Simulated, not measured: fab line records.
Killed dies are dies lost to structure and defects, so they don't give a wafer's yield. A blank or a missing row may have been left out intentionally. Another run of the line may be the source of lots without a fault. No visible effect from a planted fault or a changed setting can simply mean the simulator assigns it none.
The tool behind it: which one? | flow gf180mcu | 39 wafers from 13 lots sampled at 5 of the route's 602 steps

WHAT THE GAUGES SHOWED, per wafer
GF_STI_THK_MEAS_22. Usual: STI_OXIDATION_01_THK gives 14.8 nm (standard deviation 0.38).
lot  | measured    | on            | STI_OXIDATION_01_THK (nm) | flag
L369 | day 2 03:47 | film_metro-04 | 14.4 14.7 14.6            |
L370 | day 2 09:29 | film_metro-04 | 14.2 14.1 14.1            |
L371 | day 2 14:23 | film_metro-04 | 15.2 15.2 14.9            |
L372 | day 2 19:32 | film_metro-02 | 14.2 14.1 14.4            |
L375 | day 3 11:26 | film_metro-04 | 14.2 13.9 14.3            |
L376 | day 3 17:08 | film_metro-04 | 15.1 15.0 14.9            |
L378 | day 4 02:08 | film_metro-03 | 14.7 14.8 14.6            |
L379 | day 4 09:04 | film_metro-02 | 14.8 14.8 14.9            |
L380 | day 4 13:11 | film_metro-04 | 14.6 14.8 14.9            |
L383 | day 5 03:53 | film_metro-03 | 14.9 14.7 14.9            |
L385 | day 5 14:53 | film_metro-02 | 14.4 14.6 14.4            |
L387 | day 6 01:28 | film_metro-04 | 15.2 15.1 15.2            |
L390 | day 6 16:58 | film_metro-03 | 15.2 15.0 14.9            |

GF_MVPSD_OVL_MEAS_07. Usual: MVPSD_OVL gives 0.3 nm (standard deviation 1.5).
lot  | measured     | on         | MVPSD_OVL (nm)    | flag
L369 | day 5 01:05  | overlay-02 | -1.9 -1.9 -1.8    |
L370 | day 5 07:58  | overlay-01 | -1.9 0.1 0.3      |
L371 | day 5 16:05  | overlay-02 | 0.2 -1.5 -1.0     |
L372 | day 5 19:32  | overlay-01 | 1.8 1.7 0.3       |
L375 | day 6 16:32  | overlay-01 | 0.5 0.7 1.3       |
L376 | day 6 23:46  | overlay-02 | -3.3 -1.5 -1.3    |
L378 | day 7 11:43  | overlay-02 | -0.6 -1.6 2.4     |
L379 | day 7 16:20  | overlay-02 | 0.7 -1.1 1.0      |
L380 | day 7 20:50  | overlay-01 | -1.9 -0.3 0.2     |
L383 | day 8 15:31  | overlay-02 | 0.0 -0.1 -0.5     |
L385 | day 9 03:07  | overlay-01 | 337.0 334.0 335.0 | OFF
L387 | day 9 13:49  | overlay-01 | 332.4 332.2 334.4 | OFF
L390 | day 10 05:49 | overlay-02 | 0.0 0.9 -0.5      |

GF_POLY_GATE_THK_MEAS_17. Usual: POLY_GATE_OXIDATION_THK gives 4.03 nm (standard deviation 0.065).
lot  | measured     | on            | POLY_GATE_OXIDATION_THK (nm) | flag
L369 | day 9 09:38  | film_metro-02 | 3.97 3.95 4.02               |
L370 | day 9 19:25  | film_metro-04 | 4.07 4.02 4.02               |
L371 | day 10 02:42 | film_metro-02 | 3.93 3.94 3.92               |
L372 | day 10 12:01 | film_metro-01 | 3.98 4.02 3.96               |
L375 | day 11 13:02 | film_metro-02 | 3.95 3.93 4.02               |
L376 | day 12 03:46 | film_metro-02 | 3.96 3.96 4.09               |
L378 | day 12 07:20 | film_metro-01 | 4.20 4.16 4.12               |
L379 | day 12 16:25 | film_metro-01 | 4.02 4.07 4.02               |
L380 | day 12 17:53 | film_metro-01 | 4.03 4.01 4.01               |
L383 | day 13 17:51 | film_metro-01 | 4.14 4.06 4.07               |
L385 | day 14 07:58 | film_metro-04 | 4.03 4.06 4.12               |
L387 | day 14 18:53 | film_metro-02 | 3.92 3.99 3.99               |
L390 | day 15 12:55 | film_metro-01 | 4.04 4.03 4.06               |

WHICH TOOL RAN EACH LOT (tool, then ch and the chambers of the sampled wafers, then the start)
lot  | GF_MVPSD_EXPOSE_04                 | GF_DUAL_GATE_STRIP_13
L369 | iline_stepper-02 ch 0, day 4 17:40 | plasma_asher-01 ch 0,1, day 8 10:59
L370 | iline_stepper-01 ch 0, day 5 00:51 | plasma_asher-02 ch 0,1, day 8 18:47
L371 | iline_stepper-02 ch 0, day 5 08:33 | plasma_asher-04 ch 0,1, day 9 03:32
L372 | iline_stepper-01 ch 0, day 5 12:23 | plasma_asher-01 ch 0,1, day 9 08:14
L375 | iline_stepper-02 ch 0, day 6 09:04 | plasma_asher-04 ch 0,1, day 10 09:23
L376 | iline_stepper-02 ch 0, day 6 15:58 | plasma_asher-01 ch 0,1, day 11 01:01
L378 | iline_stepper-01 ch 0, day 7 04:22 | plasma_asher-04 ch 0,1, day 11 08:12
L379 | iline_stepper-02 ch 0, day 7 08:55 | plasma_asher-01 ch 0,1, day 11 14:53
L380 | iline_stepper-02 ch 0, day 7 13:13 | plasma_asher-04 ch 0,1, day 11 15:10
L383 | iline_stepper-02 ch 0, day 8 07:27 | plasma_asher-02 ch 0,1, day 12 12:46
L385 | iline_stepper-02 ch 0, day 8 18:29 | plasma_asher-02 ch 0,1, day 13 04:17
L387 | iline_stepper-02 ch 0, day 9 05:42 | plasma_asher-04 ch 0,1, day 13 13:26
L390 | iline_stepper-01 ch 0, day 9 22:13 | plasma_asher-02 ch 0,1, day 14 08:32
- GF_MVPSD_EXPOSE_04: exposes mask MVPSD, target cd 1000 nm.
- GF_DUAL_GATE_STRIP_13: strips in O2/N2.

WHAT THE TOOLS THEMSELVES READ (means of the sampled wafers that have a number; where no wafer has one, the mark that the record gives instead)
GF_DUAL_GATE_STRIP_13. Usual: drypump_motor_current_A 6.0 A, standard deviation 0.44; heater_power_w 330 W, standard deviation 31; oes_product_au 0.716 a.u., standard deviation 0.0047; strip_time_to_endpoint_s 12.63 s, standard deviation 0.036.
lot  | tool            | drypump_motor_current_A (A) | heater_power_w (W) | oes_product_au (a.u.) | strip_time_to_endpoint_s (s) | flag
L369 | plasma_asher-01 | 6.1                         | 359                | 0.719                 | 12.59                        |
L370 | plasma_asher-02 | 6.2                         | 289                | 0.719                 | 12.59                        |
L371 | plasma_asher-04 | 6.1                         | 335                | 0.717                 | 12.64                        |
L372 | plasma_asher-01 | 6.0                         | 351                | 0.715                 | 12.62                        |
L375 | plasma_asher-04 | 6.0                         | 339                | 0.720                 | 12.58                        |
L376 | plasma_asher-01 | 6.1                         | 355                | 0.721                 | 12.67                        |
L378 | plasma_asher-04 | 6.1                         | 342                | 0.718                 | 12.61                        |
L379 | plasma_asher-01 | 5.7                         | 344                | 0.716                 | 12.63                        |
L380 | plasma_asher-04 | 5.9                         | 346                | 0.715                 | 12.69                        |
L383 | plasma_asher-02 | 6.3                         | 288                | 0.713                 | 12.63                        |
L385 | plasma_asher-02 | 6.3                         | 291                | 0.718                 | 12.67                        |
L387 | plasma_asher-04 | 5.9                         | 353                | 0.718                 | 12.62                        |
L390 | plasma_asher-02 | 6.2                         | 289                | 0.715                 | 12.63                        |

THE ANSWER, worked out from the rows above alone
Rule: a lot is off if the mean of its wafers that have a number lies more than 3 standard deviations from the usual mean. Also off: a lot with no number at a reading for which 4 or more lots have one. All remaining lots with rows at the step are treated as sound. After the gauges, taken in route order, come the tools' own readings; for these a lot's mean is taken, as printed above. At the first step where some lot is off, the reading lying furthest off is the one used; lots without a number count as furthest.
Off: L385, L387, at GF_MVPSD_OVL_MEAS_07 (MVPSD_OVL).
If a tool, at a process step before that reading, ran all the lots that are off and no sound lot after the first of them, it fits. The gauges at GF_MVPSD_OVL_MEAS_07 are tried like those tools. 2 tools fit, iline_stepper-02 at GF_MVPSD_EXPOSE_04 and overlay-01 at GF_MVPSD_OVL_MEAS_07, so this cannot tell which one it is.

WHAT THE SIMULATOR HAD PUT IN
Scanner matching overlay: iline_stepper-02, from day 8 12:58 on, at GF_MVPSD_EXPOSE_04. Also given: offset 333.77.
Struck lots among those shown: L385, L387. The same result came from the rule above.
